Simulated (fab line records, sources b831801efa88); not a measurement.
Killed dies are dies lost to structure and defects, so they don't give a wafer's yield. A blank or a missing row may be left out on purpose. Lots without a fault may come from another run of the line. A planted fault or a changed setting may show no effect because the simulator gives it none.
fab line records | flow gf180mcu
record lots=5 wafers=15 last_day=33
route steps=602 shown HV_LDD@227 NSD@235 PSD@248
lots that met no fault: from a run of the same line without faults
start_h: hours from the record's first day to the start of the lot's first wafer shown | wait_h: hours since the lot's step before | " the same as in the row above | L1.1+2: a row that stands for several wafers | - no value, or no start given | * or withheld: withheld | < > ~ a bound
route shown NAME@n: a module of which the file shows steps, and the number in the route of the first | usual: mean/standard deviation of fault-free wafers | same: alike in all rows | chamber/n: place in a boat | sites: the reading at each site | _std_site: their standard deviation | _edge_site: outer sites' mean less inner sites' | radius_mm: how far each site lies from the wafer's centre | mask NAME#n: copy n | behind: the tool/chamber that last shaped the wafer | hold: why the lot was held/for how many hours/how that ended | device: the transistor (n, p or np) that didn't switch | end of line: the same wafers' tests at the end of the route | a step without rows: its recipe alone | killed: dies lost to structure and defects at the first sort, not the wafer's yield | map: a wafer's dies, x killed, . not, _ none there
set.NAME: the setting as run; set.NAME@STEP: as run at that earlier step | model.NAME: the simulator's own value behind a step, which no gauge read
lots at some steps of the route; a table a step, a row a wafer
services: from which hour (start_h, from the record's first day; less than 0 if before it) a tool's chamber was out of use, for how many hours, and why
## steps
# step GF_HV_LDD_CLEAN_51
# recipe chemistry=SC1/SC2 mix=1:4:20 temp_c=70 time_s=150 dry=n2_spin
# step GF_HV_LDD_RTA_52
# recipe temp_c=1000 time_s=10 ambient=N2
# usual lamp_power_pct=33/6.2 wafer_temp_C_max=1005.5/1.2
# columns lot.wafer tool chamber start_h wait_h lamp_power_pct wafer_temp_C_max
L474.2 rtp_anneal-02 0 337.65 0.0 28 1004.1
L474.4 " 0 " " 28 1006.5
L474.6 " 0 " " 28 1005.3
L483.1 rtp_anneal-01 0 413.16 0.0 41 1005.2
L483.2 " 0 " " 41 1005.5
L483.4 " 0 " " 41 1006.8
L484.1 rtp_anneal-01 0 419.13 0.0 41 1006.6
L484.2 " 0 " " 41 1004.4
L484.5 " 0 " " 41 1004.6
L486.1 rtp_anneal-01 0 431.44 0.0 41 1005.5
L486.2 " 0 " " 41 1004.6
L486.6 " 0 " " 41 1006.3
L487.1 rtp_anneal-02 0 437.33 0.0 28 1004.7
L487.2 " 0 " " 28 1004.8
L487.4 " 0 " " 28 1004.9
# step GF_HV_LDD_RS_MEAS_53
# recipe thk_meas_gauge=four-point-probe
# usual HV_LDD_RS=418.6/0.98
# columns lot.wafer tool chamber start_h wait_h HV_LDD_RS[ohm/sq]
L474.2 film_metro-01 - 337.73 0.1 418.2
L474.4 " - " " 418.1
L474.6 " - " " 417.6
L483.1 film_metro-04 - 413.23 0.1 417.6
L483.2 " - " " 418.8
L483.4 " - " " 418.1
L484.1 film_metro-03 - 419.20 0.1 418.3
L484.2 " - " " 418.3
L484.5 " - " " 418.9
L486.1 film_metro-03 - 431.50 0.1 418.6
L486.2 " - " " 417.6
L486.6 " - " " 418.9
L487.1 film_metro-04 - 437.40 0.1 421.1
L487.2 " - " " 419.2
L487.4 " - " " 419.9
# step GF_HV_LDD_CVD_54
# recipe material=SiO2 target_thk_nm=10 precursor=TEOS temp_c=680 time_s=75 pressure_mtorr=400
# step GF_HV_LDD_THK_MEAS_55
# recipe reads=SiO2_of_HV_LDD_CVD_54
# usual HV_LDD_CVD_54_THK=10.00/0.15
# columns lot.wafer tool chamber start_h wait_h HV_LDD_CVD_54_THK[nm]
L474.2 film_metro-03 - 339.60 0.0 9.91
L474.4 " - " " 9.78
L474.6 " - " " 9.78
L483.1 film_metro-04 - 414.37 0.0 10.14
L483.2 " - " " 10.25
L483.4 " - " " 10.13
L484.1 film_metro-01 - 420.34 0.0 9.63
L484.2 " - " " 9.58
L484.5 " - " " 9.54
L486.1 film_metro-03 - 432.65 0.0 9.99
L486.2 " - " " 9.86
L486.6 " - " " 9.72
L487.1 film_metro-04 - 438.54 0.0 10.27
L487.2 " - " " 10.09
L487.4 " - " " 10.05
# step GF_HV_LDD_CVD_56
# recipe material=Si3N4 precursor=DCS/NH3 target_thk_nm=90 temp_c=770 time_s=1543 pressure_mtorr=250
# step GF_HV_LDD_THK_MEAS_57
# recipe reads=Si3N4_of_HV_LDD_CVD_56
# usual HV_LDD_CVD_56_THK=90.1/0.87
# columns lot.wafer tool chamber start_h wait_h HV_LDD_CVD_56_THK[nm]
L474.2 film_metro-03 - 341.15 0.1 89.6
L474.4 " - " " 90.2
L474.6 " - " " 90.1
L483.1 film_metro-03 - 415.86 0.0 90.4
L483.2 " - " " 89.6
L483.4 " - " " 90.0
L484.1 film_metro-04 - 421.83 0.0 90.9
L484.2 " - " " 90.8
L484.5 " - " " 90.8
L486.1 film_metro-03 - 434.62 0.0 89.5
L486.2 " - " " 89.4
L486.6 " - " " 89.1
L487.1 film_metro-01 - 440.03 0.0 89.2
L487.2 " - " " 89.4
L487.4 " - " " 89.0
# step GF_HV_LDD_ETCHBACK_58
# recipe chemistry=CH3F/O2 target=Si3N4 stop_on=SiO2 source_w=400 bias_w=80 pressure_mtorr=25 ch3f_flow_sccm=40 O2_flow_sccm=30 time_s=100 target_depth_a=900
# usual drypump_motor_current_A=5.9/0.35 oes_product_au=0.843/0.0062 throttle_valve_pct=10.562/0.0095
# columns lot.wafer tool chamber start_h wait_h drypump_motor_current_A oes_product_au rf_hours_counter_h throttle_valve_pct
L474.2 rie_diel-03 2 341.20 0.0 6.4 0.837 32 10.540
L474.4 " 1 " " 5.6 0.843 27 10.550
L474.6 " 2 " " 6.4 0.843 - 10.557
L483.1 rie_diel-02 3 415.92 0.1 5.4 0.842 5 10.559
L483.2 " 2 " " 6.0 0.844 5 10.551
L483.4 " 2 " " 6.0 0.844 - 10.556
L484.1 rie_diel-03 0 421.89 0.1 6.0 0.854 2 10.557
L484.2 " 2 " " 6.5 0.844 34 10.567
L484.5 " 0 " " 6.0 0.846 - 10.565
L486.1 rie_diel-02 3 434.68 0.1 5.4 0.840 6 10.561
L486.2 " 0 " " 6.1 0.843 3 10.555
L486.6 " 0 " " 6.1 0.838 - 10.565
L487.1 rie_diel-02 0 440.09 0.1 6.1 0.838 4 10.563
L487.2 " 1 " " 6.1 0.837 11 10.551
L487.4 " 2 " " 6.0 0.834 5 10.556
# step GF_NSD_DEHYDRATE_00
# recipe temp_c=200 time_s=60
# step GF_NSD_HMDS_01
# recipe prime_time_s=60 prime_temp_c=120
# step GF_NSD_COAT_02
# recipe resist=NOVOLAK spin_rpm=3000 resist_thk_nm=1000
# step GF_NSD_SOFTBAKE_03
# recipe temp_c=90 time_s=60 resist=NOVOLAK
# step GF_NSD_EXPOSE_04
# recipe mask_id=Nplus target_cd_nm=400 na=0.6 source_shape=conventional sigma_outer=0.6 dose_mj=140
# columns lot.wafer tool chamber start_h wait_h mask
L474.2+4+6 iline_stepper-02 0 352.06 - Pplus#0
L483.1+2+4 iline_stepper-01 0 428.46 - Nplus#0
L484.1+2+5 iline_stepper-02 0 434.15 - Nplus#0
L486.1+2+6 iline_stepper-01 0 446.94 - Nplus#0
L487.1+2+4 iline_stepper-02 0 452.64 - Nplus#0
# step GF_NSD_PEB_05
# recipe temp_c=withheld time_s=* resist=NOVOLAK
# step GF_NSD_DEVELOP_06
# recipe develop_time_s=60 dev_temp_c=23
# step GF_NSD_CD_MEAS_07
# recipe target_cd_nm=400
# usual cd_nm=399.9/2.3
# columns lot.wafer tool chamber start_h wait_h cd_nm
L474.2 cd_sem-02 - 363.03 0.1 -
L474.4 " - " " -
L474.6 " - " " -
L483.1 cd_sem-02 - 440.27 0.1 399.4
L483.2 " - " " 400.2
L483.4 " - " " 399.9
L484.1 cd_sem-01 - 445.57 0.1 401.3
L484.2 " - " " 398.9
L484.5 " - " " 400.1
L486.1 cd_sem-02 - 458.92 0.1 401.8
L486.2 " - " " 400.6
L486.6 " - " " 402.6
L487.1 cd_sem-01 - 464.39 0.1 401.1
L487.2 " - " " 398.3
L487.4 " - " " 399.1
# step GF_NSD_OVL_MEAS_08
# usual NSD_OVL=0.2/1.5
# columns lot.wafer tool chamber start_h wait_h NSD_OVL[nm]
L474.2 overlay-02 - 363.13 0.1 -
L474.4 " - " " -
L474.6 " - " " -
L483.1 overlay-02 - 440.39 0.1 0.0
L483.2 " - " " -0.1
L483.4 " - " " -1.4
L484.1 overlay-02 - 445.69 0.1 0.0
L484.2 " - " " -1.2
L484.5 " - " " 0.7
L486.1 overlay-02 - 459.04 0.1 0.3
L486.2 " - " " 1.3
L486.6 " - " " 2.1
L487.1 overlay-01 - 464.51 0.1 -2.4
L487.2 " - " " -1.0
L487.4 " - " " -1.9
# step GF_NSD_IMPLANT_09
# recipe species=As energy_kev=60 dose_cm2=4e+15 tilt_deg=7
# step GF_NSD_IMPLANT_10
# recipe species=P energy_kev=40 dose_cm2=5e+14 tilt_deg=7
# step GF_NSD_STRIP_11
# recipe chemistry=O2/N2 power_w=1400 pressure_mtorr=1500 platen_temp_c=250 o2_flow_sccm=3000 n2_flow_sccm=300 overash_fraction=0.5
# usual drypump_motor_current_A=5.9/0.53 heater_power_w=329/25 oes_product_au=0.487/0.0047 platen_temp_c=249.99/0.2 strip_time_to_endpoint_s=22.97/0.032
# columns lot.wafer tool chamber start_h wait_h drypump_motor_current_A heater_power_w oes_product_au platen_temp_c rf_hours_counter_h strip_time_to_endpoint_s
L474.2 plasma_asher-01 1 363.46 0.1 6.3 275 0.484 250.18 59 22.94
L474.4 " 1 " " 6.3 283 0.488 250.03 - 22.95
L474.6 " 1 " " 6.3 277 0.485 250.45 - 22.93
L483.1 plasma_asher-02 0 440.72 0.1 6.1 334 0.488 250.17 82 22.91
L483.2 " 1 " " 6.0 350 0.482 249.72 82 22.90
L483.4 " 1 " " 6.0 349 0.484 249.60 - 22.94
L484.1 plasma_asher-03 1 446.02 0.1 6.5 299 0.487 250.10 34 23.04
L484.2 " 0 " " 4.8 355 0.501 249.99 34 22.98
L484.5 " 0 " " 4.7 366 0.484 250.20 - 22.98
L486.1 plasma_asher-03 0 459.37 0.1 4.8 369 0.487 249.75 35 22.94
L486.2 " 1 " " 6.5 310 0.490 250.11 35 22.94
L486.6 " 0 " " 4.8 363 0.483 250.20 - 22.97
L487.1 plasma_asher-02 0 464.84 0.1 6.1 337 0.488 250.19 84 22.91
L487.2 " 1 " " 6.0 341 0.487 249.87 84 22.93
L487.4 " 0 " " 6.1 330 0.492 249.81 - 22.95
# step GF_NSD_TW_MEAS_12
# usual NSD_TW=4239/28
# columns lot.wafer tool chamber start_h wait_h NSD_TW
L474.2 film_metro-03 - 363.57 0.1 30
L474.4 " - " " 30
L474.6 " - " " 30
L483.1 film_metro-03 - 440.82 0.1 4271
L483.2 " - " " 4287
L483.4 " - " " 4272
L484.1 film_metro-03 - 446.12 0.1 4241
L484.2 " - " " 4269
L484.5 " - " " 4247
L486.1 film_metro-02 - 459.47 0.1 4171
L486.2 " - " " 4207
L486.6 " - " " 4192
L487.1 film_metro-02 - 464.94 0.1 4206
L487.2 " - " " 4206
L487.4 " - " " 4209
# step GF_PSD_DEHYDRATE_00
# recipe temp_c=200 time_s=60
# step GF_PSD_HMDS_01
# recipe prime_time_s=60 prime_temp_c=120
# step GF_PSD_COAT_02
# recipe resist=NOVOLAK spin_rpm=3000 resist_thk_nm=1000
# step GF_PSD_SOFTBAKE_03
# recipe temp_c=90 time_s=60 resist=NOVOLAK
# step GF_PSD_EXPOSE_04
# recipe mask_id=Pplus target_cd_nm=400 na=0.6 source_shape=conventional sigma_outer=0.6 dose_mj=140
# step GF_PSD_PEB_05
# recipe temp_c=withheld time_s=* resist=NOVOLAK
# step GF_PSD_DEVELOP_06
# recipe develop_time_s=60 dev_temp_c=23
# step GF_PSD_CD_MEAS_07
# recipe target_cd_nm=400
# usual cd_nm=400.8/2.2
# columns lot.wafer tool chamber start_h wait_h cd_nm
L474.2 cd_sem-01 - 385.67 0.1 401.8
L474.4 " - " " 402.1
L474.6 " - " " 401.2
L483.1 cd_sem-01 - 465.55 0.1 400.7
L483.2 " - " " 399.4
L483.4 " - " " 398.6
L484.1 cd_sem-02 - 470.07 0.1 402.7
L484.2 " - " " 403.2
L484.5 " - " " 404.5
L486.1 cd_sem-02 - 483.46 0.1 398.8
L486.2 " - " " 394.2
L486.6 " - " " 398.5
L487.1 cd_sem-02 - 488.95 0.1 399.5
L487.2 " - " " 399.4
L487.4 " - " " 400.0
# step GF_PSD_OVL_MEAS_08
# usual PSD_OVL=0.6/1.3
# columns lot.wafer tool chamber start_h wait_h PSD_OVL[nm]
L474.2 overlay-02 - 385.78 0.1 0.4
L474.4 " - " " 3.1
L474.6 " - " " 1.1
L483.1 overlay-01 - 465.67 0.1 -1.1
L483.2 " - " " -0.3
L483.4 " - " " -0.4
L484.1 overlay-02 - 470.19 0.1 -1.4
L484.2 " - " " -0.7
L484.5 " - " " -0.7
L486.1 overlay-02 - 483.58 0.1 2.6
L486.2 " - " " 2.6
L486.6 " - " " 2.3
L487.1 overlay-02 - 489.07 0.1 0.5
L487.2 " - " " 0.9
L487.4 " - " " 1.4
# step GF_PSD_IMPLANT_09
# recipe species=BF2 energy_kev=40 dose_cm2=1.5e+15 tilt_deg=7
# step GF_PSD_STRIP_10
# recipe chemistry=O2/N2 power_w=1400 pressure_mtorr=1500 platen_temp_c=250 o2_flow_sccm=3000 n2_flow_sccm=300 overash_fraction=0.5
# usual drypump_motor_current_A=5.8/0.59 heater_power_w=335/20 oes_product_au=0.592/0.0046 platen_temp_c=249.96/0.2 strip_time_to_endpoint_s=16.52/0.039
# columns lot.wafer tool chamber start_h wait_h drypump_motor_current_A heater_power_w oes_product_au platen_temp_c rf_hours_counter_h strip_time_to_endpoint_s
L474.2 plasma_asher-04 1 385.96 0.1 6.2 333 0.588 249.89 72 16.55
L474.4 " 0 " " 5.1 307 0.580 250.14 - 16.56
L474.6 " 1 " " 6.2 350 0.595 250.06 - 16.56
L483.1 plasma_asher-02 0 465.85 0.1 6.1 328 0.591 250.22 84 16.55
L483.2 " 1 " " 6.0 343 0.589 249.88 84 16.48
L483.4 " 1 " " 6.0 342 0.590 250.26 - 16.56
L484.1 plasma_asher-02 0 470.37 0.1 6.1 341 0.589 250.00 84 16.45
L484.2 " 1 " " 6.0 348 0.598 249.83 84 16.48
L484.5 " 0 " " 6.1 332 0.584 249.82 - 16.43
L486.1 plasma_asher-03 1 483.76 0.1 6.5 304 0.589 249.99 38 16.48
L486.2 " 0 " " 4.8 362 0.591 250.03 38 16.50
L486.6 " 1 " " 6.5 308 0.600 249.81 - 16.49
L487.1 plasma_asher-03 1 489.25 0.1 6.5 305 0.586 249.97 39 16.53
L487.2 " 0 " " 4.8 368 0.584 249.83 39 16.55
L487.4 " 0 " " 4.8 358 0.590 249.98 - 16.54
# step GF_PSD_TW_MEAS_11
# usual PSD_TW=3170/22
# columns lot.wafer tool chamber start_h wait_h PSD_TW
L474.2 film_metro-03 - 386.07 0.1 4307
L474.4 " - " " 4316
L474.6 " - " " 4300
L483.1 film_metro-01 - 465.95 0.1 3155
L483.2 " - " " 3154
L483.4 " - " " 3140
L484.1 film_metro-01 - 470.47 0.1 3130
L484.2 " - " " 3172
L484.5 " - " " 3146
L486.1 film_metro-03 - 483.86 0.1 3188
L486.2 " - " " 3180
L486.6 " - " " 3195
L487.1 film_metro-01 - 489.35 0.1 3178
L487.2 " - " " 3160
L487.4 " - " " 3157
# step GF_PSD_CLEAN_12
# recipe chemistry=SC1/SC2 mix=1:4:20 temp_c=70 time_s=150 dry=n2_spin
## services
# columns tool chamber start_h hours kind
rtp_anneal-01 - 320.82 4.2 pm
plasma_asher-04 - 321.90 6.9 repair
rie_diel-03 0 349.11 - clean
rie_diel-03 0 349.11 14.9 scheduled_down
rie_diel-03 0 349.11 14.9 vent_cycle
plasma_asher-03 - 363.94 0.8 repair
rie_diel-02 2 370.46 6.6 repair
rie_diel-02 1 370.92 59.5 repair
iline_stepper-01 - 381.29 2.1 pm
iline_stepper-01 - 383.38 - consumable_replace:lamp
rie_diel-02 2 389.52 4.4 repair
plasma_asher-03 - 399.09 14.6 pm
iline_stepper-01 - 407.38 1.7 pm
plasma_asher-04 - 410.83 15.6 pm
plasma_asher-04 - 426.43 9.0 pm
plasma_asher-04 0 426.43 9.0 vent_cycle
plasma_asher-04 1 426.43 9.0 vent_cycle
plasma_asher-04 0 435.43 - clean
plasma_asher-04 1 435.43 - clean
rie_diel-02 0 453.73 7.3 repair
iline_stepper-02 - 480.31 1.7 pm
iline_stepper-02 - 486.75 18.7 repair
## key
first_sign step=GF_NSD_EXPOSE_04 reading=mask direction=changed
effect step=GF_NSD_CD_MEAS_07 reading=cd_nm direction=missing
effect step=GF_NSD_OVL_MEAS_08 reading=NSD_OVL direction=missing
effect step=GF_NSD_TW_MEAS_12 reading=NSD_TW direction=down sigmas=99+ usual=4239 struck=30
effect step=GF_PSD_TW_MEAS_11 reading=PSD_TW direction=up sigmas=51 usual=3170 struck=4308
met_at GF_NSD_EXPOSE_04
struck_wafers L474.2,L474.4,L474.6
sort_left_out L474.2,L474.4,L474.6
tester_left_out L474
fault kind=wrong_mask tool=any chamber=- onset_h=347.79 steps=GF_NSD_EXPOSE_04 aux_copy=Pplus#0 scope=struck_lots_only
# tester_left_out: of these lots the tester's yield and bins aren't shown, on N5 and GAA mostly nor the transistor test; their killed dies are dies lost to structure and defects alone, not to doping, threshold or leakage, so they don't give the yield
# sort_left_out: the simulated sort isn't trusted on such a fault, so these wafers' sort isn't shown, and their yield isn't known
